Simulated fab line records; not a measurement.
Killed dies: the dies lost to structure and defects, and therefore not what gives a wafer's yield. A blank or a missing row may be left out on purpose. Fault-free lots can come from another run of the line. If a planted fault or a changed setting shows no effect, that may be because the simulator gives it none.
What tool caused it? ; flow sfqLine ; at 1 step of a route of 325, 14 lots with 42 wafers sampled

WHAT THE GAUGES READ, wafer by wafer
SFQ_I1_BOW_MEAS_912. Usual: for I1_BOW the level is 2 um and the standard deviation is 7.2.
lot;measured;on;I1_BOW (um);flag
L785;day 11 15:36;filmMetro-02;-7 -3 -8;
L786;day 11 21:36;filmMetro-02;-2 -8 -1;
L787;day 12 07:14;filmMetro-03;10 -5 -2;
L788;day 12 23:07;filmMetro-03;14 4 7;
L791;day 13 11:07;filmMetro-02;11 7 6;
L797;day 15 01:35;filmMetro-02;-7 11 6;
L798;day 15 05:08;filmMetro-04;4 4 -6;
L799;day 15 09:25;filmMetro-03;2 6 3;
L800;day 15 22:35;filmMetro-03;-10 -3 -3;
L801;day 16 04:35;filmMetro-04;-3 -1 -2;
L802;day 16 14:22;filmMetro-03;1 -21 -1;
L803;day 16 20:29;filmMetro-03;8 -7 -1;
L807;day 18 06:52;filmMetro-03;17 1 21;
L808;day 18 12:52;filmMetro-02;1 8 -4;

WHICH TOOL RAN EACH LOT (tool, then ch and the chambers of the sampled wafers, then the start)
The record shows no process step preceding these readings.

WHAT THE TOOLS THEMSELVES READ (means of the sampled wafers that have a number; where no wafer has one, the mark that the record gives instead)
The record holds no such reading with a usual standard deviation.

THE ANSWER, worked out from the rows above alone
Rule: take the mean of a lot's wafers that have a number; if it is more than 3 standard deviations from the usual mean, the lot is off. Also off: a lot with no number at a reading for which 4 or more lots have one. The other lots that the step has rows for count as sound. The gauges are gone through in route order, then the tools' own readings, and for those a lot's mean is taken as printed above. At the first step where some lot is off, the reading lying furthest off is the one used; lots without a number count as furthest.
No lot is off on any of the readings shown, so nothing can be concluded from this.

WHAT THE SIMULATOR HAD PUT IN
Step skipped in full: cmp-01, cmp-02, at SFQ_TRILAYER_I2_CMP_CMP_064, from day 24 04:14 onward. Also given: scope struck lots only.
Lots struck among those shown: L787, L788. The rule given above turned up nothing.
